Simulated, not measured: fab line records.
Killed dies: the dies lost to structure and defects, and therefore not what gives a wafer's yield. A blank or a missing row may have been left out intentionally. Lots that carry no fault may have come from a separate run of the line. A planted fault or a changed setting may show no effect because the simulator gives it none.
What tool caused it? ; flow gf180mcu ; 42 wafers from 14 lots sampled at 6 of the route's 602 steps

## WHAT EACH GAUGE READ, for each wafer
GF_STI_THK_MEAS_02.
lot;measured;on;STI_OXIDATION_THK (nm)
L316;day 2 07:31;film metro-03;9.87 10.21 9.95
L317;day 2 12:31;film metro-03;9.76 9.80 9.60
L318;day 2 17:31;film metro-02;9.81 9.96 10.05
L319;day 2 22:31;film metro-01;9.89 10.00 10.14
L320;day 3 03:31;film metro-02;10.15 9.97 9.97
L321;day 3 09:22;film metro-02;10.17 10.09 10.13
L322;day 3 13:31;film metro-02;9.84 9.81 9.75
L323;day 3 18:53;film metro-03;10.13 9.77 10.01
L324;day 3 23:31;film metro-03;9.95 9.65 9.74
L325;day 4 04:31;film metro-01;9.75 9.89 9.64
L329;day 5 00:31;film metro-01;9.70 9.69 9.70
L333;day 5 21:20;film metro-01;9.97 9.91 9.97
L334;day 6 01:31;film metro-01;9.92 9.75 9.77
L335;day 6 07:00;film metro-02;9.66 10.05 9.83

GF_STI_THK_MEAS_24.
lot;measured;on;STI_CVD_23_THK (nm)
L316;day 3 00:17;film metro-01;663 662 663
L317;day 3 05:37;film metro-01;660 669 667
L318;day 3 10:37;film metro-02;655 660 653
L319;day 3 15:08;film metro-03;650 650 658
L320;day 3 20:09;film metro-03;665 659 655
L321;day 4 03:01;film metro-02;657 642 637
L322;day 4 06:54;film metro-03;635 648 637
L323;day 4 12:12;film metro-01;637 653 633
L324;day 4 17:45;film metro-01;651 667 660
L325;day 4 22:28;film metro-01;639 652 659
L329;day 5 18:30;film metro-01;663 645 646
L333;day 6 16:47;film metro-02;652 661 665
L334;day 6 21:38;film metro-02;664 672 661
L335;day 7 01:40;film metro-03;641 645 632

GF_LVPWELL_TW_MEAS_11.
lot;measured;on;LVPWELL_TW
L316;day 4 20:12;film metro-01;560 560 561
L317;day 5 01:26;film metro-04;561 562 560
L318;day 5 05:08;film metro-01;558 559 562
L319;day 5 11:44;film metro-02;556 556 558
L320;day 5 17:11;film metro-01;559 558 558
L321;day 5 23:05;film metro-01;559 557 558
L322;day 6 03:31;film metro-04;562 564 559
L323;day 6 11:22;film metro-04;562 562 562
L324;day 6 15:16;film metro-01;562 563 560
L325;day 6 19:40;film metro-01;557 559 560
L329;day 7 21:06;film metro-04;561 562 559
L333;day 8 19:08;film metro-02;335 333 334
L334;day 9 00:59;film metro-04;341 340 340
L335;day 9 05:50;film metro-04;559 557 556

GF_VT_IMPLANT_RS_MEAS_48: measures by four-point-probe.
lot;measured;on;LVPWELL_RS (ohm/sq)
L316;day 8 16:08;film metro-01;1199 1195 1201
L317;day 8 22:10;film metro-01;1194 1198 1199
L318;day 9 02:43;film metro-02;1198 1196 1196
L319;day 9 10:27;film metro-02;1200 1205 1197
L320;day 9 16:23;film metro-02;1196 1199 1201
L321;day 10 01:44;film metro-01;1195 1199 1194
L322;day 10 05:49;film metro-02;1198 1194 1194
L323;day 10 14:14;film metro-01;1195 1200 1198
L324;day 10 20:17;film metro-01;1193 1194 1198
L325;day 11 00:29;film metro-02;1202 1203 1201
L329;day 12 09:31;film metro-01;1193 1192 1194
L333;day 13 08:53;film metro-01;3818 3822 3821
L334;day 13 17:28;film metro-01;3783 3796 3805
L335;day 13 22:28;film metro-04;1196 1195 1195

## TOOL THAT RAN EACH LOT (tool first, then ch and the chambers of the sampled wafers, then the start)
lot;GF_DNWELL_STRIP_08;GF_LVPWELL_IMPLANT_08
L316;plasma asher-01 ch 0,1, day 3 15:48;implanter-03 ch 0, day 4 19:49
L317;plasma asher-02 ch 0,1, day 3 21:22;implanter-04 ch 0, day 5 01:02
L318;plasma asher-01 ch 0,1, day 4 01:27;implanter-02 ch 0, day 5 04:44
L319;plasma asher-01 ch 0,1, day 4 07:04;implanter-04 ch 0, day 5 11:20
L320;plasma asher-04 ch 0,1, day 4 12:49;implanter-03 ch 0, day 5 16:41
L321;plasma asher-01 ch 0,1, day 4 18:58;implanter-03 ch 0, day 5 22:41
L322;plasma asher-02 ch 0,1, day 4 22:09;implanter-04 ch 0, day 6 03:08
L323;plasma asher-04 ch 0,1, day 5 05:47;implanter-03 ch 0, day 6 10:59
L324;plasma asher-02 ch 0,1, day 5 09:46;implanter-02 ch 0, day 6 14:53
L325;plasma asher-01 ch 0,1, day 5 14:24;implanter-02 ch 0, day 6 19:17
L329;plasma asher-04 ch 0,1, day 6 13:09;implanter-04 ch 0, day 7 20:43
L333;plasma asher-04 ch 1, day 7 10:06;implanter-04, day 8 18:44
L334;plasma asher-01 ch 0,1, day 7 15:16;implanter-03, day 9 00:35
L335;plasma asher-02 ch 0, day 7 19:49;implanter-03 ch 0, day 9 05:26
- GF_DNWELL_STRIP_08: strips in O2/N2.
- GF_LVPWELL_IMPLANT_08

## WHAT THE TOOLS THEMSELVES READ (means of the sampled wafers that have a number; where no wafer has one, the mark that the record gives instead)
GF_DNWELL_STRIP_08.
lot;tool;drypump motor current A (A);heater power w (W);oes product au (a.u.);strip time to endpoint s (s)
L316;plasma asher-01;6.10;318;0.718;36.78
L317;plasma asher-02;5.57;350;0.726;37.06
L318;plasma asher-01;6.10;292;0.723;36.90
L319;plasma asher-01;6.11;319;0.722;36.97
L320;plasma asher-04;5.89;325;0.722;36.95
L321;plasma asher-01;6.09;295;0.726;37.01
L322;plasma asher-02;5.57;351;0.725;36.96
L323;plasma asher-04;5.88;328;0.717;36.93
L324;plasma asher-02;5.83;342;0.721;37.04
L325;plasma asher-01;6.10;297;0.721;36.91
L329;plasma asher-04;5.87;329;0.720;37.06
L333;plasma asher-04;5.93;287;0.726;37.10
L334;plasma asher-01;6.11;315;0.728;36.95
L335;plasma asher-02;6.11;330;0.721;36.96

GF_LVPWELL_IMPLANT_08.
lot;tool;beam energy keV;beam on s (s)
L316;implanter-03;169.95;10.04
L317;implanter-04;170.03;9.97
L318;implanter-02;169.94;10.25
L319;implanter-04;170.00;9.88
L320;implanter-03;170.04;9.82
L321;implanter-03;170.01;10.04
L322;implanter-04;170.04;9.89
L323;implanter-03;170.01;9.93
L324;implanter-02;169.97;10.03
L325;implanter-02;170.00;10.09
L329;implanter-04;169.98;9.87
L333;implanter-04;-;-
L334;implanter-03;-;-
L335;implanter-03;169.94;10.04

## THE ANSWER, worked out from the rows above alone
Rule: the usual values come from the lots themselves. Put in order of their means at a reading, lots are off if they are a third of the lots or fewer, leave a main group of 4 or more, and stand apart from it by a gap of 3 or more times the standard deviation of the main group's means; of several such gaps the widest counts. If all means in a main group match to the digits the tables above print for the reading, that group is not used. Also off: a lot with no number at a reading for which 4 or more lots have one. Any other lot the step has rows for is counted as sound. The gauges are gone through in route order, then the tools' own readings, and for those a lot's mean is taken as printed above. The first step at which some lot is off is used, and at that step the reading that is off furthest; a lot without a number counts as furthest.
Off: L333, L334, seen at GF_LVPWELL_TW_MEAS_11 (LVPWELL_TW). Main group: mean 560, sd 1.7.
A tool fits if, at a process step before that reading, it ran every lot that is off, and no sound lot after the first of them. The gauges at GF_LVPWELL_TW_MEAS_11 aren't tried: what is off there is off at GF_VT_IMPLANT_RS_MEAS_48 too, on other tools, and a gauge's error can't cause that. Of those tried, none fits.

## WHAT THE SIMULATOR HAD PUT IN
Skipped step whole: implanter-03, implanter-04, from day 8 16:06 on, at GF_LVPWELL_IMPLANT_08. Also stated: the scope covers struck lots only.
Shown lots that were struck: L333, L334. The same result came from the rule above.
